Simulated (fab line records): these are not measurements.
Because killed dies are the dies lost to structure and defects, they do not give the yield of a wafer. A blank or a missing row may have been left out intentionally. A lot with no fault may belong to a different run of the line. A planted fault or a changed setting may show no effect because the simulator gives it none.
Struck lot and sound lot, side by side -- flow sky130 -- 15 out of 708 route steps
Sound: the wafers L315.1, L315.5, L315.6. Wafers L305.1, L305.4, L305.6 were the ones struck. The cause comes at the end.
Each step with rows lists, per side, the tool, then ch with its chambers, then its first start. Under that, the readings that differ: sound wafers -- struck wafers -- difference of the means -- sigmas: that difference in standard deviations of wafers without a fault.
alike: readings with means less than 2 such deviations apart, plus words and numbers identical on both sides. not compared: withheld readings, readings lacking a value on some wafer, bounds such as >300 that could conceal the same value, and numbers that have no deviation in the record and whose values overlap.
A row with sigmas, a row that says differs or no value, or rows on one side alone: a step with any of these is where the two part. Numbers that have no deviation but don't overlap get no sigmas and don't part them. A reading missing from all wafers of one side parts the sides only when that side holds two or more wafers.

first, 8 steps without rows for these wafers: SKY_METAL1_DEHYDRATE_07 (time 60 s); SKY_METAL1_HMDS_08 (prime time 60 s); SKY_METAL1_COAT_09 (resist thk 60 nm); SKY_METAL1_COAT_10 (resist thk 450 nm); SKY_METAL1_SOFTBAKE_11 (time 90 s); SKY_METAL1_EXPOSE_12 (exposes mask MM1, target cd 140 nm); SKY_METAL1_PEB_13; SKY_METAL1_DEVELOP_14 (develop time 60 s).
SKY_METAL1_CD_MEAS_15: the cd target is 140 nm.
  struck on cd sem-02, day 34 23:17; sound on cd sem-01, day 38 02:48
reading,sound,struck,difference,sigmas
cd nm (nm),143.2 144.2 142.5,140.1 140.4 140.0,-3.1,-2
SKY_METAL1_OVL_MEAS_16:
  struck on overlay-01, day 34 23:24; sound on overlay-01, day 38 02:55
  alike: METAL1_OVL
SKY_METAL1_DESCUM_17: chemistry O2, time 8 s.
  sound on rie metal-02 ch 0,1, day 38 02:57; struck on rie metal-01 ch 0,1, day 34 23:26
  alike: chamber pressure mTorr, drypump motor current A, oes product au, temp c
  not compared: rf hours counter h
SKY_METAL1_ETCH_18: etches BARC in N2/H2, stops on SiO2, time 45.9 s, target depth 60 nm.
  sound on rie metal-02 ch 0,1, day 38 02:59; struck on rie metal-01 ch 0,1, day 34 23:28
  alike: bias w, chamber pressure mTorr, drypump motor current A, oes product au, throttle valve pct
  not compared: rf hours counter h
SKY_METAL1_METAL_ETCH_19: etches the open film in Cl2/BCl3, stops on SiO2, target depth 360 nm, time 78 s.
  sound on rie metal-02 ch 0,1, day 38 03:03; struck on rie metal-01 ch 0,1, day 34 23:32
  no value came back on the struck wafers for any of 7 readings (bcl3 flow sccm (sccm), bias w (W) and others); on the sound wafers bcl3 flow sccm (sccm) reads 30.01 29.88 30.00
reading,sound,struck,difference,sigmas
model.KrF-thick_of_METAL1_COAT_10.thk nm (nm),162.3 159.4 148.8,394.6 395 394,+237.7,
model.SiO2_of_CONTACT_HDPCVD_02.thk nm (nm),323.3 326 324.2,337.9 338.3 335.5,+12.7,
  not compared: rf hours counter h
SKY_METAL1_STRIP_20: strips in O2/N2.
  sound on plasma asher-03 ch 0,1, day 38 03:08; struck on plasma asher-04 ch 1, day 34 23:37
reading,sound,struck,difference,sigmas
oes product au (a.u.),0.349 0.338 0.339,0.446 0.444 0.435,+0.100,+20
strip time to endpoint s (s),2.74 2.70 2.60,5.23 5.22 5.21,+2.54,+49
  alike: chamber pressure mTorr, drypump motor current A
  not compared: rf hours counter h
then, 1 step without rows for these wafers: SKY_METAL1_STRIP_21 (strips in post etch residue remover, time 1200 s).

## WHERE THEY PART
Last at SKY_METAL1_STRIP_20 as far as this record goes, first at SKY_METAL1_CD_MEAS_15.

WHY: whatever the simulator had introduced
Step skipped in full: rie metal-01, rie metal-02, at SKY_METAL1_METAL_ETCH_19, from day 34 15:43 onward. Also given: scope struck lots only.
